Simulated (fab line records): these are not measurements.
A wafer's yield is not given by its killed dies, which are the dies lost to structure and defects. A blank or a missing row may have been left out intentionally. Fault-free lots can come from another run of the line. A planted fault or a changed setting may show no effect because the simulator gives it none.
fab line records ; flow sky130
record: lots: 5; wafers: 15; lastDay: 50
route steps=708 shown SONOS_TUNNEL@160 SONOS_ONO@168 GATE_OXIDE@187 PAD_OPEN@708
lots untouched by any fault: they come from a run of this same line in which no faults occurred
startH: hours from the record's opening day to when the first of the lot's shown wafers began ; waitH: time in hours since the lot's previous step ; " the same as in the row above ; L1.1+2: a row that stands for several wafers ; - value missing, or start not given ; * or withheld: withheld ; < > ~ a bound
route shown NAME@n: NAME is a module with steps in the file, n the number in the route of the first one ; usual: mean and standard deviation over wafers with no fault ; same: alike in all rows ; chamber/n: place in a boat ; sites: readings site by site ; _std_site: the values' standard deviation ; _edge_site: the outer-site mean with the inner-site mean subtracted ; radiusMm: for every site, how far away it sits from the centre of the wafer ; mask NAME#n: copy n ; behind: the most recent tool/chamber to have shaped the wafer ; hold: why the lot was held/for how many hours/how that ended ; device: transistor that didn't switch, given as n, p or np ; end of line: tests of these same wafers at the route's end ; a step without rows: its recipe alone ; killed: the dies lost at the first sort to structure and to defects; this is not the yield of the wafer ; map: a wafer's dies, marking killed ones x, the rest . and places with no die _
set.NAME: the run value of the setting; set.NAME@STEP: its run value at that earlier step ; model.NAME: the simulator's own value behind a step, which no gauge read
certain route steps with their lots: each step a table, each wafer a row
services: a tool's chamber out of use, with start hour (startH, from the record's first day; less than 0 if before it), hours out, and reason
== steps ==
step: SKY_SONOS_TUNNEL_DEVELOP_06
recipe: resist: NOVOLAK; developer: TMAH; developTimeS: 60; devTempC: 23
step: SKY_SONOS_TUNNEL_IMPLANT_09
recipe: species: B; energyKev: 20; doseCm2: 1e+12; tiltDeg: withheld
step: SKY_SONOS_TUNNEL_WET_ETCH_10
recipe: chemistry: dHF; targetDepthNm: 14; target: SiO2; dilution: 100:1; tempC: 25; timeS: 280
step: SKY_SONOS_TUNNEL_STRIP_11
recipe: chemistry: SPM; timeS: 600; tempC: 130
step: SKY_SONOS_TUNNEL_CLEAN_13
recipe: chemistry: dHF; timeS: 20; dilution: 100:1; dry: ipaMarangoni
step: SKY_SONOS_ONO_OXIDATION_00
recipe: tempC: 800; ambient: O2; idleTempC: 700; rampUpCPerMin: 10; rampDownCPerMin: 3; stabiliseS: 600; purgeS: 300; targetThkA: 26; oxTimeS: 1249
step: SKY_SONOS_ONO_CVD_02
recipe: material: Si3N4; precursor: DCS/NH3; targetThkNm: 10.5; tempC: 770; timeS: 180; pressureMtorr: 250
step: SKY_SONOS_ONO_CVD_04
recipe: material: SiO2; precursor: SiH4/N2O; targetThkNm: 5.7199; tempC: 900; pressureMtorr: 400
lot.wafer;tool;chamber;startH;waitH;model.SiO2_of_SONOS_ONO_CVD_04.thkNm
L136.2;lpcvd-03;1;336.66;0.0;5.745
L136.4;lpcvd-03;1;336.66;0.0;5.692
L136.6;lpcvd-03;1;336.66;0.0;5.782
L138.1;lpcvd-03;0;348.40;0.1;6.677
L138.3;lpcvd-03;0;348.40;0.1;6.612
L138.5;lpcvd-03;0;348.40;0.1;6.744
L139.3;lpcvd-03;0;361.74;0.0;6.723
L139.5;lpcvd-03;0;361.74;0.0;6.674
L139.6;lpcvd-03;0;361.74;0.0;6.718
L140.3;lpcvd-03;0;370.90;0.0;6.499
L140.4;lpcvd-03;0;370.90;0.0;6.518
L140.5;lpcvd-03;0;370.90;0.0;6.381
L148.1;lpcvd-03;0;429.39;0.1;5.78
L148.3;lpcvd-03;0;429.39;0.1;5.835
L148.4;lpcvd-03;0;429.39;0.1;5.775
step: SKY_SONOS_ONO_THK_MEAS_05
recipe: reads: SiO2_of_SONOS_ONO_CVD_04
usual: SONOS_ONO_CVD_04_THK: 5.72/0.091
lot.wafer;tool;chamber;startH;waitH;SONOS_ONO_CVD_04_THK[nm]
L136.2;filmMetro-04;-;337.92;0.0;5.76
L136.4;filmMetro-04;-;337.92;0.0;5.72
L136.6;filmMetro-04;-;337.92;0.0;5.77
L138.1;filmMetro-01;-;349.65;0.0;6.69
L138.3;filmMetro-01;-;349.65;0.0;6.62
L138.5;filmMetro-01;-;349.65;0.0;6.69
L139.3;filmMetro-01;-;363.01;0.0;6.74
L139.5;filmMetro-01;-;363.01;0.0;6.67
L139.6;filmMetro-01;-;363.01;0.0;6.72
L140.3;filmMetro-04;-;372.17;0.0;6.47
L140.4;filmMetro-04;-;372.17;0.0;6.51
L140.5;filmMetro-04;-;372.17;0.0;6.38
L148.1;filmMetro-01;-;430.64;0.0;5.77
L148.3;filmMetro-01;-;430.64;0.0;5.82
L148.4;filmMetro-01;-;430.64;0.0;5.79
step: SKY_SONOS_ONO_DEHYDRATE_06
recipe: tempC: 200; timeS: 60
step: SKY_SONOS_ONO_HMDS_07
recipe: primeTimeS: 60; primeTempC: 120
step: SKY_SONOS_ONO_COAT_08
recipe: resist: NOVOLAK; spinRpm: 3000; resistThkNm: 1140
step: SKY_SONOS_ONO_SOFTBAKE_09
recipe: tempC: 90; timeS: 60; resist: NOVOLAK
step: SKY_SONOS_ONO_EXPOSE_10
recipe: maskId: ONOM; targetCdNm: 410; na: 0.6; sourceShape: conventional; sigmaOuter: 0.6; doseMj: 150
step: SKY_SONOS_ONO_PEB_11
recipe: tempC: withheld; timeS: *; resist: NOVOLAK
step: SKY_SONOS_ONO_DEVELOP_12
recipe: developTimeS: 60; devTempC: 23
step: SKY_SONOS_ONO_ETCH_15
recipe: targetDepthNm: 19.52; chemistry: CHF3/O2; sourceW: 600; biasW: 200; pressureMtorr: 40; chf3FlowSccm: 50; O2_flow_sccm: 5; timeS: 7.8
step: SKY_SONOS_ONO_WET_ETCH_16
recipe: chemistry: dHF; targetDepthNm: 14; dry: n2Spin; target: SiO2; dilution: 100:1; tempC: 25; timeS: 280
step: SKY_SONOS_ONO_STRIP_17
recipe: chemistry: O2/N2; powerW: 1400; pressureMtorr: 1500; platenTempC: withheld; o2FlowSccm: 3000; n2FlowSccm: 300; overashFraction: 0.5
step: SKY_SONOS_ONO_WET_ETCH_18
recipe: chemistry: H3PO4; targetDepthNm: 15; target: Si3N4; tempC: 160; timeS: 172
step: SKY_GATE_OXIDE_CLEAN_00
recipe: chemistry: SC1/SC2; mix: 1:4:20; tempC: 70; timeS: 150; dry: n2Spin
step: SKY_GATE_OXIDE_OXIDATION_01
recipe: tempC: 900; ambient: O2; stabiliseS: 600; purgeS: 300; targetThkA: 102.68; oxTimeS: 1473
step: SKY_GATE_OXIDE_DEHYDRATE_03
recipe: tempC: 200; timeS: 60
step: SKY_GATE_OXIDE_HMDS_04
recipe: primeTimeS: 60; primeTempC: 120
step: SKY_GATE_OXIDE_COAT_05
recipe: resist: NOVOLAK; spinRpm: 3000; resistThkNm: 1140
step: SKY_GATE_OXIDE_SOFTBAKE_06
recipe: tempC: 90; timeS: 60; resist: NOVOLAK
step: SKY_GATE_OXIDE_EXPOSE_07
recipe: maskId: LVOM; na: 0.6; sourceShape: conventional; sigmaOuter: 0.6; polarization: unpolarized; targetCdNm: 600; doseMj: 170
step: SKY_GATE_OXIDE_PEB_08
recipe: tempC: withheld; timeS: *; resist: NOVOLAK
step: SKY_GATE_OXIDE_DEVELOP_09
recipe: resist: NOVOLAK; developer: TMAH; developTimeS: 60; devTempC: 23
step: SKY_GATE_OXIDE_IMPLANT_11
recipe: species: B; energyKev: 10; doseCm2: 2.629e+12; tiltDeg: withheld
step: SKY_GATE_OXIDE_WET_ETCH_12
recipe: chemistry: dHF; targetDepthNm: 16.8; dry: n2Spin; target: SiO2; dilution: 100:1; tempC: 25; timeS: 336
step: SKY_GATE_OXIDE_STRIP_13
recipe: chemistry: O2/N2; powerW: 1400; pressureMtorr: 1500; platenTempC: withheld; o2FlowSccm: 3000; n2FlowSccm: 300; overashFraction: 0.5
step: SKY_GATE_OXIDE_CLEAN_15
recipe: chemistry: SC1/SC2; mix: 1:4:20; tempC: 70; timeS: 150; dry: n2Spin
lot.wafer;tool;chamber;startH;waitH;model.SiO2_of_SONOS_ONO_CVD_04.thkNm
L136.2;wetBench-02;3;396.24;0.0;4.228
L136.4;wetBench-02;3;396.24;0.0;4.176
L136.6;wetBench-02;3;396.24;0.0;4.262
L138.1;wetBench-03;2;408.85;0.1;5.147
L138.3;wetBench-03;2;408.85;0.1;5.083
L138.5;wetBench-03;2;408.85;0.1;5.218
L139.3;wetBench-02;1;423.84;0.0;5.221
L139.5;wetBench-02;1;423.84;0.0;5.172
L139.6;wetBench-02;1;423.84;0.0;5.213
L140.3;wetBench-03;1;434.23;0.0;4.981
L140.4;wetBench-03;1;434.23;0.0;4.998
L140.5;wetBench-03;1;434.23;0.0;4.865
L148.1;wetBench-03;2;495.20;0.1;4.267
L148.3;wetBench-03;2;495.20;0.1;4.323
L148.4;wetBench-03;2;495.20;0.1;4.258
step: SKY_PAD_OPEN_PROBE_99
usual: killed_at_M0_to_M3: 43/6.6; killed_at_M4_up: 2.9/1.8; killedAtContacts: 25/5.3; killedAtFrontEnd: 15/4.1; killedAtOther: 0.3/0.6; killedDies: 86/8.8; killedOpen: 47/6.7; killedShort: 39/6.2
same: grossDies: 492; killedAtBackSide: 0
lot.wafer;tool;chamber;startH;waitH;killed_at_M0_to_M3;killed_at_M4_up;killedAtContacts;killedAtFrontEnd;killedAtOther;killedDies;killedOpen;killedShort;model.etest.sonosErased.driveUaUm;model.etest.sonosUncharged.rOnOhmUm;model.etest.sonosProgrammed.offLog10AUm;model.etest.capOno.gateLog10ACm2;model.etest.capOno.gateBvV;model.etest.capOno.toxAccNm;model.etest.sonosProgrammed.vtV;model.etest.sonosErased.vtV
L136.2;prober-02;-;1141.31;0.1;39;3;23;17;1;83;39;44;194.9;842.2;-13.96;-7.952;16.34;12.93;1.516;-2.239
L136.4;prober-02;-;1141.41;0.2;45;5;26;14;0;90;46;44;217.5;818;-13.97;-7.962;16.7;12.91;1.51;-2.276
L136.6;prober-02;-;1141.51;0.2;40;2;34;12;0;88;51;37;199.6;834.6;-13.94;-8.081;16.95;13.04;1.45;-2.209
L138.1;prober-02;-;1146.62;0.1;55;4;22;15;0;96;59;37;109.9;863.5;-12.84;-9.201;17.32;13.86;0.872;-1.748
L138.3;prober-02;-;1146.72;0.2;48;2;24;13;0;87;41;46;143.7;851.9;-12.98;-9.052;17.5;13.79;0.907;-1.848
L138.5;prober-02;-;1146.82;0.2;42;0;30;16;1;89;56;33;120.8;857.4;-12.82;-9.15;17.54;13.87;0.8651;-1.76
L139.3;prober-01;-;1154.56;0.2;50;6;18;15;0;89;50;39;143.3;848.4;-11.85;-9.374;17.51;13.98;0.7922;-1.718
L139.5;prober-01;-;1154.66;0.2;43;3;25;19;0;90;49;39;112.8;837.1;-11.67;-9.301;17.62;14.06;0.7746;-1.651
L139.6;prober-01;-;1154.71;0.2;37;3;24;23;0;87;48;39;122.1;840.1;-13.01;-9.295;17.37;13.97;0.8982;-1.716
L140.3;prober-02;-;1163.39;0.2;42;4;23;19;0;88;41;47;170.8;820.1;-13.43;-8.939;16.95;13.66;1.025;-1.958
L140.4;prober-02;-;1163.44;0.2;39;4;26;11;0;80;42;38;156.3;839.6;-13.67;-8.82;17.39;13.6;1.058;-1.966
L140.5;prober-02;-;1163.49;0.2;41;5;26;13;0;85;53;31;136.9;826.9;-13.97;-8.705;17.02;13.45;1.168;-1.993
L148.1;prober-02;-;1200.63;0.1;44;3;23;15;0;85;48;37;224.9;811.3;-13.98;-8.008;16.19;12.95;1.434;-2.31
L148.3;prober-02;-;1200.73;0.2;43;0;26;20;0;89;54;35;155.6;818;-13.86;-8.159;16.67;13.06;1.388;-2.194
L148.4;prober-02;-;1200.78;0.2;56;2;28;20;1;107;60;47;185.8;829.6;-13.95;-7.951;16.36;12.96;1.405;-2.273
killed by level:class
L136.2 FIELD_ISO:geometricParticle:short=6 LI_CONTACT:geometricParticle:short=6 LI_CONTACT:geometricParticle:open=6 METAL1:geometricParticle:short=6 VIA1:geometricParticle:open=6 CONTACT:geometricParticle:short=5 CONTACT:geometricParticle:open=5 METAL2:geometricParticle:short=5
L136.4 VIA1:geometricParticle:open=10 CONTACT:geometricParticle:open=8 LI_CONTACT:geometricParticle:open=7 FIELD_ISO:geometricParticle:open=5 VIA3:geometricParticle:open=5 VIA2:geometricParticle:open=5 CONTACT:geometricParticle:short=5 VIA2:geometricParticle:short=5
L136.6 VIA1:geometricParticle:open=12 CONTACT:geometricParticle:open=12 LI_CONTACT:geometricParticle:open=10 FIELD_ISO:geometricParticle:open=7 CONTACT:geometricParticle:short=7 LOCAL_INTERCONNECT:geometricParticle:short=4 METAL1:geometricParticle:short=4 VIA1:geometricParticle:short=4
L138.1 VIA1:geometricParticle:open=16 CONTACT:geometricParticle:open=11 METAL2:geometricParticle:short=9 VIA2:geometricParticle:open=9 POLY_GATE:geometricParticle:open=5 METAL1:geometricParticle:short=5 VIA3:geometricParticle:open=5 POLY_GATE:geometricParticle:short=4
L138.3 METAL2:geometricParticle:short=11 VIA1:geometricParticle:open=10 CONTACT:geometricParticle:short=8 VIA2:geometricParticle:open=8 LI_CONTACT:geometricParticle:open=7 POLY_GATE:geometricParticle:open=5 POLY_GATE:geometricParticle:short=5 LI_CONTACT:geometricParticle:short=5
L138.5 VIA1:geometricParticle:open=12 CONTACT:geometricParticle:open=8 VIA3:geometricParticle:open=8 VIA2:geometricParticle:open=6 CONTACT:geometricParticle:short=5 LI_CONTACT:geometricParticle:open=5 LOCAL_INTERCONNECT:geometricParticle:open=5 FIELD_ISO:geometricParticle:open=4
L139.3 VIA2:geometricParticle:open=9 METAL2:geometricParticle:short=7 VIA3:geometricParticle:short=7 FIELD_ISO:geometricParticle:open=6 CONTACT:geometricParticle:open=6 LI_CONTACT:geometricParticle:open=6 METAL1:geometricParticle:short=6 VIA1:geometricParticle:open=5
L139.5 VIA1:geometricParticle:open=10 VIA2:geometricParticle:open=10 CONTACT:geometricParticle:open=9 FIELD_ISO:geometricParticle:open=7 METAL2:geometricParticle:short=6 METAL3:geometricParticle:short=6 FIELD_ISO:geometricParticle:short=5 LI_CONTACT:geometricParticle:open=5
L139.6 CONTACT:geometricParticle:open=11 VIA1:geometricParticle:open=9 FIELD_ISO:geometricParticle:short=7 POLY_GATE:geometricParticle:short=6 METAL2:geometricParticle:short=6 VIA2:geometricParticle:open=5 LI_CONTACT:geometricParticle:open=4 CONTACT:geometricParticle:short=4
L140.3 VIA1:geometricParticle:open=8 CONTACT:geometricParticle:short=8 POLY_GATE:geometricParticle:short=7 VIA3:geometricParticle:open=7 LOCAL_INTERCONNECT:geometricParticle:short=5 CONTACT:geometricParticle:open=5 VIA3:geometricParticle:short=5 FIELD_ISO:geometricParticle:short=4
L140.4 CONTACT:geometricParticle:open=12 POLY_GATE:geometricParticle:open=6 CONTACT:geometricParticle:short=6 VIA2:geometricParticle:open=6 VIA1:geometricParticle:open=6 METAL2:geometricParticle:short=6 VIA3:geometricParticle:open=6 METAL1:geometricParticle:short=5
L140.5 VIA1:geometricParticle:open=11 LI_CONTACT:geometricParticle:open=10 CONTACT:geometricParticle:open=8 METAL1:geometricParticle:short=5 VIA2:geometricParticle:open=5 FIELD_ISO:geometricParticle:open=4 CONTACT:geometricParticle:short=4 METAL2:geometricParticle:short=4
L148.1 VIA1:geometricParticle:open=12 VIA3:geometricParticle:open=10 CONTACT:geometricParticle:short=7 LOCAL_INTERCONNECT:geometricParticle:short=6 CONTACT:geometricParticle:open=6 FIELD_ISO:geometricParticle:open=4 LI_CONTACT:geometricParticle:open=4 VIA1:geometricParticle:short=4
L148.3 CONTACT:geometricParticle:open=12 METAL1:geometricParticle:short=11 VIA1:geometricParticle:open=8 POLY_GATE:geometricParticle:open=7 LI_CONTACT:geometricParticle:open=7 FIELD_ISO:geometricParticle:open=5 VIA3:geometricParticle:open=5 CONTACT:geometricParticle:short=4
L148.4 CONTACT:geometricParticle:open=14 VIA1:geometricParticle:open=12 METAL2:geometricParticle:short=11 VIA3:geometricParticle:open=10 VIA1:geometricParticle:short=7 METAL1:geometricParticle:short=7 LOCAL_INTERCONNECT:geometricParticle:short=6 FIELD_ISO:geometricParticle:open=5
== services ==
tool;chamber;startH;hours;kind
wetBench-03;-;336.36;1.9;pm
lpcvd-03;-;467.32;6.0;pm
== key ==
firstSign: step: SKY_SONOS_ONO_THK_MEAS_05; reading: SONOS_ONO_CVD_04_THK; direction: up; sigmas: 9.7; usual: 5.72; struck: 6.61
effect none on later readings
modelEffect: step: SKY_SONOS_ONO_CVD_04; value: SiO2_of_SONOS_ONO_CVD_04.thkNm; without: 5.799; struck: 6.616
modelEffect: step: SKY_GATE_OXIDE_CLEAN_15; value: SiO2_of_SONOS_ONO_CVD_04.thkNm; without: 4.283; struck: 5.1
modelEffect: step: SKY_PAD_OPEN_PROBE_99; value: etest.sonosErased.driveUaUm; without: 182.3; struck: 135.2
metAt SKY_SONOS_ONO_CVD_04
struckWafers L138.1,L138.3,L138.5,L139.3,L139.5,L139.6,L140.3,L140.4,L140.5
testerLeftOut L138,L139,L140
onsetBetween 336.66 348.40
fault: kind: processParameterDrift; tool: lpcvd-03; chamber: -; onsetH: 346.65; steps: SKY_SONOS_ONO_CVD_04; channel: targetThkNm; offset: 0.81707; shape: step; endH: 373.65; stated: 5.7199
testerLeftOut: of these lots the tester's yield and bins aren't shown, on N5 and GAA mostly nor the transistor test; their killed dies are dies lost to structure and defects alone, not to doping, threshold or leakage, so they don't give the yield
